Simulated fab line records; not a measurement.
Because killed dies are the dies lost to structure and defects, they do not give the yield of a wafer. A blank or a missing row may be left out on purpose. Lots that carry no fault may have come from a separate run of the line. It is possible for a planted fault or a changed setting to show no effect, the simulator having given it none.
Which tool was responsible? || flow gf180mcu || 12 lots, 36 wafers sampled, at 4 steps of a route of 602

## WHAT THE GAUGES SHOWED, per wafer
GF_M3_CD_MEAS_14 targets a cd of 280 nm.
{"lot": "L512", "measured": "day 21 12:10", "on": "cd-sem-01", "cd-nm (nm)": "279.1 280.6 279.5"}
{"lot": "L516", "measured": "day 23 00:31", "on": "cd-sem-01", "cd-nm (nm)": "281.1 280.7 280.2"}
{"lot": "L517", "measured": "day 23 20:55", "on": "cd-sem-01", "cd-nm (nm)": "281.2 280.1 279.8"}
{"lot": "L519", "measured": "day 24 05:33", "on": "cd-sem-01", "cd-nm (nm)": "280.7 278.8 280.1"}
{"lot": "L520", "measured": "day 24 08:04", "on": "cd-sem-01", "cd-nm (nm)": "278.5 277.1 277.3"}
{"lot": "L521", "measured": "day 24 23:42", "on": "cd-sem-02", "cd-nm (nm)": "281.8 280.9 280.2"}
{"lot": "L524", "measured": "day 25 15:28", "on": "cd-sem-01", "cd-nm (nm)": "277.6 277.3 276.6"}
{"lot": "L530", "measured": "day 27 16:50", "on": "cd-sem-02", "cd-nm (nm)": "278.8 277.9 279.7"}
{"lot": "L531", "measured": "day 27 22:45", "on": "cd-sem-01", "cd-nm (nm)": "279.0 279.5 278.6"}
{"lot": "L532", "measured": "day 28 04:29", "on": "cd-sem-02", "cd-nm (nm)": "280.1 281.3 280.3"}
{"lot": "L533", "measured": "day 28 11:16", "on": "cd-sem-01", "cd-nm (nm)": "281.0 280.1 279.5"}
{"lot": "L535", "measured": "day 29 01:01", "on": "cd-sem-01", "cd-nm (nm)": "279.7 280.7 279.7"}

GF_M3_OVL_MEAS_15.
{"lot": "L512", "measured": "day 21 12:17", "on": "overlay-01", "M3_OVL (nm)": "-7 -2 -1"}
{"lot": "L516", "measured": "day 23 00:36", "on": "overlay-02", "M3_OVL (nm)": "-1 -5 -10"}
{"lot": "L517", "measured": "day 23 21:02", "on": "overlay-02", "M3_OVL (nm)": "-20 -13 -16"}
{"lot": "L519", "measured": "day 24 05:40", "on": "overlay-02", "M3_OVL (nm)": "-3 -9 -9"}
{"lot": "L520", "measured": "day 24 08:09", "on": "overlay-02", "M3_OVL (nm)": "-3 -9 -2"}
{"lot": "L521", "measured": "day 24 23:49", "on": "overlay-02", "M3_OVL (nm)": "5 1 -4"}
{"lot": "L524", "measured": "day 25 15:35", "on": "overlay-02", "M3_OVL (nm)": "-9 -8 -12"}
{"lot": "L530", "measured": "day 27 16:56", "on": "overlay-02", "M3_OVL (nm)": "-10 -7 2"}
{"lot": "L531", "measured": "day 27 22:52", "on": "overlay-02", "M3_OVL (nm)": "0 -1 3"}
{"lot": "L532", "measured": "day 28 04:35", "on": "overlay-01", "M3_OVL (nm)": "-2 -10 0"}
{"lot": "L533", "measured": "day 28 11:22", "on": "overlay-01", "M3_OVL (nm)": "-7 -3 -4"}
{"lot": "L535", "measured": "day 29 01:06", "on": "overlay-02", "M3_OVL (nm)": "-6 1 0"}

## WHICH TOOL RAN EACH LOT (tool, then ch and the chambers of the sampled wafers, then the start)
{"lot": "L512", "GF_V2_ETCH_17": "rie-diel-01 ch 0,2,3, day 21 11:50 or earlier", "GF_M3_PEB_12": "litho-track-03 ch 0, day 21 11:50"}
{"lot": "L516", "GF_V2_ETCH_17": "rie-diel-01 ch 0,1,3, day 23 00:11 or earlier", "GF_M3_PEB_12": "litho-track-01 ch 0, day 23 00:11"}
{"lot": "L517", "GF_V2_ETCH_17": "rie-diel-04 ch 0,1,3, day 23 20:34 or earlier", "GF_M3_PEB_12": "litho-track-01 ch 0, day 23 20:34"}
{"lot": "L519", "GF_V2_ETCH_17": "rie-diel-04 ch 0,1,2, day 24 05:12 or earlier", "GF_M3_PEB_12": "litho-track-03 ch 0, day 24 05:12"}
{"lot": "L520", "GF_V2_ETCH_17": "rie-diel-04 ch 0,2,3, day 24 07:44 or earlier", "GF_M3_PEB_12": "litho-track-01 ch 0, day 24 07:44"}
{"lot": "L521", "GF_V2_ETCH_17": "rie-diel-01 ch 1,3, day 24 23:21 or earlier", "GF_M3_PEB_12": "litho-track-03 ch 0, day 24 23:21"}
{"lot": "L524", "GF_V2_ETCH_17": "rie-diel-04 ch 1,2,3, day 25 15:07 or earlier", "GF_M3_PEB_12": "litho-track-01 ch 0, day 25 15:07"}
{"lot": "L530", "GF_V2_ETCH_17": "rie-diel-01 ch 1,2,3, day 27 16:31 or earlier", "GF_M3_PEB_12": "litho-track-02 ch 0, day 27 16:31"}
{"lot": "L531", "GF_V2_ETCH_17": "rie-diel-04 ch 1,2,3, day 27 22:24 or earlier", "GF_M3_PEB_12": "litho-track-02 ch 0, day 27 22:24"}
{"lot": "L532", "GF_V2_ETCH_17": "rie-diel-01 ch 1,3, day 28 04:09 or earlier", "GF_M3_PEB_12": "litho-track-01 ch 0, day 28 04:09"}
{"lot": "L533", "GF_V2_ETCH_17": "rie-diel-04 ch 0,1,2, day 28 10:56 or earlier", "GF_M3_PEB_12": "litho-track-02 ch 0, day 28 10:56"}
{"lot": "L535", "GF_V2_ETCH_17": "rie-diel-04 ch 0,1,2, day 29 00:41 or earlier", "GF_M3_PEB_12": "litho-track-01 ch 0, day 29 00:41"}
- GF_V2_ETCH_17: etches SiO2 in C4F8/O2/Ar, stops on TiN, target depth 630 nm.
- GF_M3_PEB_12: peb time 90 s.

## WHAT THE TOOLS THEMSELVES READ (means of the sampled wafers that have a number; where no wafer has one, the mark that the record gives instead)
GF_V2_ETCH_17.
{"lot": "L512", "tool": "rie-diel-01", "oes-product-au (a.u.)": 0.862}
{"lot": "L516", "tool": "rie-diel-01", "oes-product-au (a.u.)": 0.855}
{"lot": "L517", "tool": "rie-diel-04", "oes-product-au (a.u.)": 0.858}
{"lot": "L519", "tool": "rie-diel-04", "oes-product-au (a.u.)": 0.854}
{"lot": "L520", "tool": "rie-diel-04", "oes-product-au (a.u.)": 0.860}
{"lot": "L521", "tool": "rie-diel-01", "oes-product-au (a.u.)": 0.856}
{"lot": "L524", "tool": "rie-diel-04", "oes-product-au (a.u.)": 0.859}
{"lot": "L530", "tool": "rie-diel-01", "oes-product-au (a.u.)": 0.858}
{"lot": "L531", "tool": "rie-diel-04", "oes-product-au (a.u.)": 0.855}
{"lot": "L532", "tool": "rie-diel-01", "oes-product-au (a.u.)": 0.852}
{"lot": "L533", "tool": "rie-diel-04", "oes-product-au (a.u.)": 0.851}
{"lot": "L535", "tool": "rie-diel-04", "oes-product-au (a.u.)": 0.860}

GF_M3_PEB_12.
{"lot": "L512", "tool": "litho-track-03", "heater-power-total-W (W)": 85.74, "plate-temp-C (C)": 135.03}
{"lot": "L516", "tool": "litho-track-01", "heater-power-total-W (W)": 85.72, "plate-temp-C (C)": 134.89}
{"lot": "L517", "tool": "litho-track-01", "heater-power-total-W (W)": 85.63, "plate-temp-C (C)": 135.01}
{"lot": "L519", "tool": "litho-track-03", "heater-power-total-W (W)": 85.70, "plate-temp-C (C)": 135.02}
{"lot": "L520", "tool": "litho-track-01", "heater-power-total-W (W)": 86.53, "plate-temp-C (C)": 136.30}
{"lot": "L521", "tool": "litho-track-03", "heater-power-total-W (W)": 85.68, "plate-temp-C (C)": 135.05}
{"lot": "L524", "tool": "litho-track-01", "heater-power-total-W (W)": 86.67, "plate-temp-C (C)": 136.09}
{"lot": "L530", "tool": "litho-track-02", "heater-power-total-W (W)": 85.77, "plate-temp-C (C)": 135.06}
{"lot": "L531", "tool": "litho-track-02", "heater-power-total-W (W)": 85.68, "plate-temp-C (C)": 135.07}
{"lot": "L532", "tool": "litho-track-01", "heater-power-total-W (W)": 85.55, "plate-temp-C (C)": 134.87}
{"lot": "L533", "tool": "litho-track-02", "heater-power-total-W (W)": 85.85, "plate-temp-C (C)": 135.12}
{"lot": "L535", "tool": "litho-track-01", "heater-power-total-W (W)": 85.65, "plate-temp-C (C)": 135.16}

## THE ANSWER, worked out from the rows above alone
Rule: usual is defined by the lots themselves. Put in order of their means at a reading, lots are off if they are a third of the lots or fewer, leave a main group of 4 or more, and stand apart from it by a gap of 3 or more times the standard deviation of the main group's means; of several such gaps the widest counts. The tables above print the reading to a certain number of digits; a main group whose means all agree to those digits is not used. Also off: a lot with no number at a reading for which 4 or more lots have one. Where the step has rows for the other lots, those lots are counted as sound. Order of review: gauges by route order, followed by the tools' own readings, for which a lot's mean as printed above is used. The first step at which some lot is off is used, and at that step the reading that is off furthest; a lot without a number counts as furthest.
Off at GF_M3_PEB_12 (plate-temp-C): L520, L524. The main group has a mean of 135.03 C with a standard deviation of 0.086.
A tool fits if, at that step or a process step before it, it ran every lot that is off, and no sound lot after the first of them. GF_V2_ETCH_17: start missing for some lots; hours and lot order therefore follow GF_M3_PEB_12. No candidate that was tried fits.

## WHAT THE SIMULATOR HAD PUT IN
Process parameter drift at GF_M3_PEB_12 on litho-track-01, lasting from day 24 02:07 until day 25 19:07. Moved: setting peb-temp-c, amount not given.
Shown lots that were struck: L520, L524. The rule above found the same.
